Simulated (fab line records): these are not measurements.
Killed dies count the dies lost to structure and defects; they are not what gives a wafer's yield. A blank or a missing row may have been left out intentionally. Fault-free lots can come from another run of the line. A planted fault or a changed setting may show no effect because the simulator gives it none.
Which tool was responsible? / flow sfq line / 13 lots, 39 wafers sampled, at 5 steps of a route of 325

== WHAT THE GAUGES SHOWED, per wafer ==
SFQ_I4_OVL_MEAS_928.
lot=L773; measured=day 40 01:43; on=overlay-02; I4_OVL (nm)=-4 13 7
lot=L774; measured=day 40 11:20; on=overlay-02; I4_OVL (nm)=-2 8 -4
lot=L775; measured=day 40 19:44; on=overlay-01; I4_OVL (nm)=5 -4 1
lot=L776; measured=day 41 07:43; on=overlay-02; I4_OVL (nm)=4 2 4
lot=L777; measured=day 42 08:56; on=overlay-02; I4_OVL (nm)=0 3 5
lot=L778; measured=day 42 16:07; on=overlay-02; I4_OVL (nm)=-6 -3 0
lot=L779; measured=day 43 00:31; on=overlay-02; I4_OVL (nm)=5 0 -1
lot=L780; measured=day 43 16:14; on=overlay-02; I4_OVL (nm)=1 5 1
lot=L782; measured=day 44 05:25; on=overlay-02; I4_OVL (nm)=8 10 4
lot=L789; measured=day 46 11:16; on=overlay-01; I4_OVL (nm)=-2 -2 0
lot=L793; measured=day 48 01:10; on=overlay-02; I4_OVL (nm)=-2 -2 9
lot=L794; measured=day 48 02:22; on=overlay-02; I4_OVL (nm)=8 8 3
lot=L796; measured=day 48 11:59; on=overlay-02; I4_OVL (nm)=3 -4 -8

SFQ_M7_RS_MEAS_943: uses a four-point probe to measure.
lot=L773; measured=day 62 08:12; on=film metro-02; M7_NB_RS (ohm/sq)=0.905 0.910 0.913
lot=L774; measured=day 62 15:25; on=film metro-04; M7_NB_RS (ohm/sq)=0.892 0.893 0.900
lot=L775; measured=day 62 22:37; on=film metro-02; M7_NB_RS (ohm/sq)=0.898 0.899 0.908
lot=L776; measured=day 63 10:36; on=film metro-04; M7_NB_RS (ohm/sq)=0.895 0.891 0.899
lot=L777; measured=day 63 22:38; on=film metro-04; M7_NB_RS (ohm/sq)=0.888 0.858 0.892
lot=L778; measured=day 64 04:36; on=film metro-01; M7_NB_RS (ohm/sq)=0.903 0.895 0.891
lot=L779; measured=day 64 14:12; on=film metro-01; M7_NB_RS (ohm/sq)=0.908 0.908 0.911
lot=L780; measured=day 65 01:02; on=film metro-01; M7_NB_RS (ohm/sq)=0.894 0.893 0.892
lot=L782; measured=day 65 18:43; on=film metro-04; M7_NB_RS (ohm/sq)=0.896 0.894 0.900
lot=L789; measured=day 66 23:52; on=film metro-01; M7_NB_RS (ohm/sq)=0.887 0.894 0.602 0.887 0.890 0.602
lot=L793; measured=day 67 16:08; on=film metro-02; M7_NB_RS (ohm/sq)=0.883 0.896 0.892
lot=L794; measured=day 67 17:20; on=film metro-04; M7_NB_RS (ohm/sq)=0.891 0.874 0.878
lot=L796; measured=day 68 02:58; on=film metro-01; M7_NB_RS (ohm/sq)=0.883 0.884 0.875

== WHICH TOOL RAN EACH LOT (tool, then ch and the chambers of the sampled wafers, then the start) ==
lot=L773; SFQ_TRILAYER_M5_ETCH_METAL_ETCH_126=rie metal-01 ch 0,1, day 45 01:33; SFQ_TRILAYER_R5_DEP_SPUTTER_134=pvd sputter-05, day 48 02:29; SFQ_TRILAYER_M7_DEP_SPUTTER_175=pvd sputter-04, day 62 08:07
lot=L774; SFQ_TRILAYER_M5_ETCH_METAL_ETCH_126=rie metal-02 ch 1, day 45 12:21; SFQ_TRILAYER_R5_DEP_SPUTTER_134=pvd sputter-03, day 48 12:47; SFQ_TRILAYER_M7_DEP_SPUTTER_175=pvd sputter-05, day 62 15:19
lot=L775; SFQ_TRILAYER_M5_ETCH_METAL_ETCH_126=rie metal-03 ch 0,1, day 45 20:45; SFQ_TRILAYER_R5_DEP_SPUTTER_134=pvd sputter-04, day 48 21:47; SFQ_TRILAYER_M7_DEP_SPUTTER_175=pvd sputter-05, day 62 22:31
lot=L776; SFQ_TRILAYER_M5_ETCH_METAL_ETCH_126=rie metal-03 ch 0,1, day 46 05:09; SFQ_TRILAYER_R5_DEP_SPUTTER_134=pvd sputter-03, day 49 06:55; SFQ_TRILAYER_M7_DEP_SPUTTER_175=pvd sputter-05, day 63 10:31
lot=L777; SFQ_TRILAYER_M5_ETCH_METAL_ETCH_126=rie metal-01 ch 0,1, day 47 08:49; SFQ_TRILAYER_R5_DEP_SPUTTER_134=pvd sputter-03, day 50 07:01; SFQ_TRILAYER_M7_DEP_SPUTTER_175=pvd sputter-06, day 63 22:31
lot=L778; SFQ_TRILAYER_M5_ETCH_METAL_ETCH_126=rie metal-02 ch 0, day 47 18:21; SFQ_TRILAYER_R5_DEP_SPUTTER_134=pvd sputter-03, day 50 19:01; SFQ_TRILAYER_M7_DEP_SPUTTER_175=pvd sputter-04, day 64 04:31
lot=L779; SFQ_TRILAYER_M5_ETCH_METAL_ETCH_126=rie metal-03 ch 0,1, day 48 08:45; SFQ_TRILAYER_R5_DEP_SPUTTER_134=pvd sputter-05, day 51 05:40; SFQ_TRILAYER_M7_DEP_SPUTTER_175=pvd sputter-04, day 64 14:07
lot=L780; SFQ_TRILAYER_M5_ETCH_METAL_ETCH_126=rie metal-02 ch 0,1, day 48 17:13; SFQ_TRILAYER_R5_DEP_SPUTTER_134=pvd sputter-03, day 51 16:01; SFQ_TRILAYER_M7_DEP_SPUTTER_175=pvd sputter-04, day 65 00:55
lot=L782; SFQ_TRILAYER_M5_ETCH_METAL_ETCH_126=rie metal-01 ch 0,1, day 49 12:21; SFQ_TRILAYER_R5_DEP_SPUTTER_134=pvd sputter-03, day 52 08:40; SFQ_TRILAYER_M7_DEP_SPUTTER_175=pvd sputter-04, day 65 18:38
lot=L789; SFQ_TRILAYER_M5_ETCH_METAL_ETCH_126=rie metal-03 ch 0,1, day 51 07:21; SFQ_TRILAYER_R5_DEP_SPUTTER_134=pvd sputter-05, day 54 00:40; SFQ_TRILAYER_M7_DEP_SPUTTER_175=pvd sputter-05, day 66 23:47
lot=L793; SFQ_TRILAYER_M5_ETCH_METAL_ETCH_126=rie metal-03 ch 0, day 52 17:21; SFQ_TRILAYER_R5_DEP_SPUTTER_134=pvd sputter-05, day 55 02:59; SFQ_TRILAYER_M7_DEP_SPUTTER_175=pvd sputter-06, day 67 16:02
lot=L794; SFQ_TRILAYER_M5_ETCH_METAL_ETCH_126=rie metal-01 ch 0,1, day 52 18:29; SFQ_TRILAYER_R5_DEP_SPUTTER_134=pvd sputter-04, day 55 03:50; SFQ_TRILAYER_M7_DEP_SPUTTER_175=pvd sputter-06, day 67 17:14
lot=L796; SFQ_TRILAYER_M5_ETCH_METAL_ETCH_126=rie metal-02 ch 0,1, day 53 04:10; SFQ_TRILAYER_R5_DEP_SPUTTER_134=pvd sputter-03, day 55 12:56; SFQ_TRILAYER_M7_DEP_SPUTTER_175=pvd sputter-04, day 68 02:50
- SFQ_TRILAYER_M5_ETCH_METAL_ETCH_126: etches Nb in Cl2/BCl3, stops on SiO2, time 203.2 s, target depth 265 nm.
- SFQ_TRILAYER_R5_DEP_SPUTTER_134: material Ti, target thk 5 nm, time 5 s.
- SFQ_TRILAYER_M7_DEP_SPUTTER_175: material Nb, target thk 200 nm, time 133.3 s.

== AS READ BY THE TOOLS THEMSELVES (means over the sampled wafers that have a number; for cases with no such wafer, the mark the record gives instead) ==
SFQ_TRILAYER_M5_ETCH_METAL_ETCH_126.
lot=L773; tool=rie metal-01; drypump motor current A (A)=6.3; oes product au (a.u.)=0.727
lot=L774; tool=rie metal-02; drypump motor current A (A)=5.7; oes product au (a.u.)=0.726
lot=L775; tool=rie metal-03; drypump motor current A (A)=6.4; oes product au (a.u.)=0.725
lot=L776; tool=rie metal-03; drypump motor current A (A)=6.4; oes product au (a.u.)=0.728
lot=L777; tool=rie metal-01; drypump motor current A (A)=6.2; oes product au (a.u.)=0.738
lot=L778; tool=rie metal-02; drypump motor current A (A)=5.6; oes product au (a.u.)=0.738
lot=L779; tool=rie metal-03; drypump motor current A (A)=6.1; oes product au (a.u.)=0.739
lot=L780; tool=rie metal-02; drypump motor current A (A)=5.7; oes product au (a.u.)=0.723
lot=L782; tool=rie metal-01; drypump motor current A (A)=6.2; oes product au (a.u.)=0.736
lot=L789; tool=rie metal-03; drypump motor current A (A)=6.4; oes product au (a.u.)=0.729
lot=L793; tool=rie metal-03; drypump motor current A (A)=5.9; oes product au (a.u.)=0.731
lot=L794; tool=rie metal-01; drypump motor current A (A)=6.2; oes product au (a.u.)=0.735
lot=L796; tool=rie metal-02; drypump motor current A (A)=5.7; oes product au (a.u.)=0.732

SFQ_TRILAYER_R5_DEP_SPUTTER_134.
lot=L773; tool=pvd sputter-05; throttle valve pct (%)=30.2
lot=L774; tool=pvd sputter-03; throttle valve pct (%)=30.2
lot=L775; tool=pvd sputter-04; throttle valve pct (%)=29.8
lot=L776; tool=pvd sputter-03; throttle valve pct (%)=30.8
lot=L777; tool=pvd sputter-03; throttle valve pct (%)=31.1
lot=L778; tool=pvd sputter-03; throttle valve pct (%)=29.8
lot=L779; tool=pvd sputter-05; throttle valve pct (%)=29.9
lot=L780; tool=pvd sputter-03; throttle valve pct (%)=30.0
lot=L782; tool=pvd sputter-03; throttle valve pct (%)=30.5
lot=L789; tool=pvd sputter-05; throttle valve pct (%)=30.1
lot=L793; tool=pvd sputter-05; throttle valve pct (%)=30.0
lot=L794; tool=pvd sputter-04; throttle valve pct (%)=29.6
lot=L796; tool=pvd sputter-03; throttle valve pct (%)=31.0

SFQ_TRILAYER_M7_DEP_SPUTTER_175.
lot=L773; tool=pvd sputter-04; throttle valve pct (%)=29.9
lot=L774; tool=pvd sputter-05; throttle valve pct (%)=29.9
lot=L775; tool=pvd sputter-05; throttle valve pct (%)=30.0
lot=L776; tool=pvd sputter-05; throttle valve pct (%)=30.0
lot=L777; tool=pvd sputter-06; throttle valve pct (%)=28.9
lot=L778; tool=pvd sputter-04; throttle valve pct (%)=29.3
lot=L779; tool=pvd sputter-04; throttle valve pct (%)=29.6
lot=L780; tool=pvd sputter-04; throttle valve pct (%)=30.4
lot=L782; tool=pvd sputter-04; throttle valve pct (%)=30.2
lot=L789; tool=pvd sputter-05; throttle valve pct (%)=30.0
lot=L793; tool=pvd sputter-06; throttle valve pct (%)=29.7
lot=L794; tool=pvd sputter-06; throttle valve pct (%)=29.7
lot=L796; tool=pvd sputter-04; throttle valve pct (%)=29.7

== THE ANSWER, worked out from the rows above alone ==
Rule: what is usual is taken from the lots themselves. The widest of any qualifying gaps counts: lots, ordered by their means at a reading, are off when they make up no more than a third of the lots, leave a main group of 4 or more, and stand apart from it by 3 or more times the standard deviation of that group's means. Not used: any main group whose means are identical at the precision the tables above print for the reading. A lot without any number at a reading at which 4 lots or more have one is off too. Any other lot the step has rows for is counted as sound. Order of review: gauges by route order, followed by the tools' own readings, for which a lot's mean as printed above is used. At the first step where some lot is off, the reading lying furthest off is the one used; lots without a number count as furthest.
Off: at SFQ_M7_RS_MEAS_943 (M7_NB_RS), L789. The main group has a mean of 0.894 ohm/sq with a standard deviation of 0.0096.
A tool fits if, at a process step before that reading, it ran every lot that is off, and no sound lot after the first of them. Those tools and the gauges at SFQ_M7_RS_MEAS_943 are tried in the same way. One fits: SFQ_TRILAYER_M7_DEP_SPUTTER_175 on pvd sputter-05. A fault onset in the window from L776 (day 63 10:31, its last sound lot) to L789 (day 66 23:47, its first lot off) fits.

== WHAT THE SIMULATOR PUT IN ==
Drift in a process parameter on pvd sputter-05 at SFQ_TRILAYER_M7_DEP_SPUTTER_175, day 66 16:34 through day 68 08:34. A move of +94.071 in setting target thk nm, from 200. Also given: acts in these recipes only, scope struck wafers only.
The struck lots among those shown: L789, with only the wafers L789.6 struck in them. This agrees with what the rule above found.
